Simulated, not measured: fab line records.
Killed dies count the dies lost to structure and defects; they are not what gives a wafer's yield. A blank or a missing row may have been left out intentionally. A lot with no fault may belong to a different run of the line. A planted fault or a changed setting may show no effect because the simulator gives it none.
What tool caused it?	flow sky130	33 wafers from 11 lots sampled at 2 of the route's 708 steps

## WHAT EACH GAUGE READ, for each wafer
SKY_VT_ADJUST_NCORE_OVL_MEAS_08.
lot	measured	on	VT_ADJUST_NCORE_OVL (nm)
L706	day 8 16:57	overlay-01	-2.4 -2.7 -1.7
L707	day 9 02:40	overlay-02	-0.2 -0.7 -0.2
L708	day 9 10:15	overlay-01	1.2 0.5 1.9
L709	day 9 12:55	overlay-02	0.5 -1.5 0.8
L710	day 9 16:49	overlay-02	-1.7 -1.4 -2.2
L711	day 10 03:55	overlay-01	0.6 1.2 -0.9
L712	day 10 12:22	overlay-02	-2.1 -1.6 -2.2
L713	day 10 15:57	overlay-02	-1.1 -1.4 -1.3
L714	day 11 00:20	overlay-02	0.1 -2.4 -1.9
L722	day 13 15:01	overlay-01	-127.7 -124.8 -124.5
L723	day 13 15:45	overlay-02	-129.7 -129.5 -129.3

## WHICH TOOL RAN EACH LOT (tool, then ch and the chambers of the sampled wafers, then the start)
lot	SKY_VT_ADJUST_NCORE_EXPOSE_04
L706	iline stepper-01 ch 0, day 8 06:37
L707	iline stepper-02 ch 0, day 8 15:32
L708	iline stepper-02 ch 0, day 8 23:15
L709	iline stepper-02 ch 0, day 9 01:45
L710	iline stepper-02 ch 0, day 9 05:38
L711	iline stepper-01 ch 0, day 9 17:47
L712	iline stepper-01 ch 0, day 10 00:52
L713	iline stepper-01 ch 0, day 10 05:07
L714	iline stepper-01 ch 0, day 10 13:31
L722	iline stepper-02 ch 0, day 13 02:40
L723	iline stepper-02 ch 0, day 13 03:12
- SKY_VT_ADJUST_NCORE_EXPOSE_04: exposes mask LVTN COMPLEMENT THIN, target cd 380 nm.

## THE ANSWER, worked out from the rows above alone
Rule: what is usual is taken from the lots themselves. The widest of any qualifying gaps counts: lots, ordered by their means at a reading, are off when they make up no more than a third of the lots, leave a main group of 4 or more, and stand apart from it by 3 or more times the standard deviation of that group's means. Not used: any main group whose means are identical at the precision the tables above print for the reading. Also off: a lot with no number at a reading for which 4 or more lots have one. All remaining lots with rows at the step are treated as sound.
Off: L722, L723, at SKY_VT_ADJUST_NCORE_OVL_MEAS_08 (VT_ADJUST_NCORE_OVL). The main group: mean -0.8 nm, standard deviation 1.1.
If a tool, at a process step before that reading, ran all the lots that are off and no sound lot after the first of them, it fits. Gauges at SKY_VT_ADJUST_NCORE_OVL_MEAS_08: tried the same way as those tools. One fits: SKY_VT_ADJUST_NCORE_EXPOSE_04 on iline stepper-02. A fault onset in the window from L710 (day 9 05:38, its last sound lot) to L722 (day 13 02:40, its first lot off) fits.

## WHAT THE SIMULATOR HAD INSERTED
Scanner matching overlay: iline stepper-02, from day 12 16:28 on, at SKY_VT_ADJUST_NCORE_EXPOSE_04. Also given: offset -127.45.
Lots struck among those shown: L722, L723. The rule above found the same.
